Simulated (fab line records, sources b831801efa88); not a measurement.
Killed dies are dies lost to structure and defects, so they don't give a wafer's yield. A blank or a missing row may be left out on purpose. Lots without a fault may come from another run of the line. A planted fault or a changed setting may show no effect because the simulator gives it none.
Which tool did it? | flow sky130 | 6 lots, 18 wafers sampled, at 2 steps of a route of 708

WHAT THE GAUGES READ, wafer by wafer
SKY_LDD_HVN_TW_MEAS_10.
lot  | measured     | on            | LDD_HVN_TW
L113 | day 20 12:32 | film_metro-02 | 1470 1461 1459
L116 | day 21 22:25 | film_metro-03 | 1444 1451 1439
L123 | day 24 17:14 | film_metro-02 | 1559 1554 1560 1559 1561 1562
L129 | day 26 17:50 | film_metro-02 | 1471 1476 1481
L132 | day 28 02:09 | film_metro-01 | 1467 1469 1465
L135 | day 28 08:37 | film_metro-03 | 1446 1445 1446

WHICH TOOL RAN EACH LOT (tool, then ch and the chambers of the sampled wafers, then the start)
lot  | SKY_LDD_HVN_IMPLANT_08
L113 | implanter-01 ch 0, day 20 12:18
L116 | implanter-01 ch 0, day 21 22:10
L123 | implanter-04 ch 0, day 24 16:59
L129 | implanter-02 ch 0, day 26 17:36
L132 | implanter-02 ch 0, day 28 01:56
L135 | implanter-04 ch 0, day 28 08:22
- SKY_LDD_HVN_IMPLANT_08

THE ANSWER, worked out from the rows above alone
Rule: what is usual is taken from the lots themselves. Put in order of their means at a reading, lots are off if they are a third of the lots or fewer, leave a main group of 4 or more, and stand apart from it by a gap of 3 or more times the standard deviation of the main group's means; of several such gaps the widest counts. A main group whose means are all the same, to the digits that the tables above print for the reading, isn't used. A lot without any number at a reading at which 4 lots or more have one is off too. The other lots that the step has rows for count as sound.
Off: L123, at SKY_LDD_HVN_TW_MEAS_10 (LDD_HVN_TW). The main group: mean 1459, standard deviation 12.
A tool fits if, at a process step before that reading, it ran every lot that is off, and no sound lot after the first of them. The gauges at SKY_LDD_HVN_TW_MEAS_10 are tried like those tools. None of those tried fits.

WHAT THE SIMULATOR HAD PUT IN
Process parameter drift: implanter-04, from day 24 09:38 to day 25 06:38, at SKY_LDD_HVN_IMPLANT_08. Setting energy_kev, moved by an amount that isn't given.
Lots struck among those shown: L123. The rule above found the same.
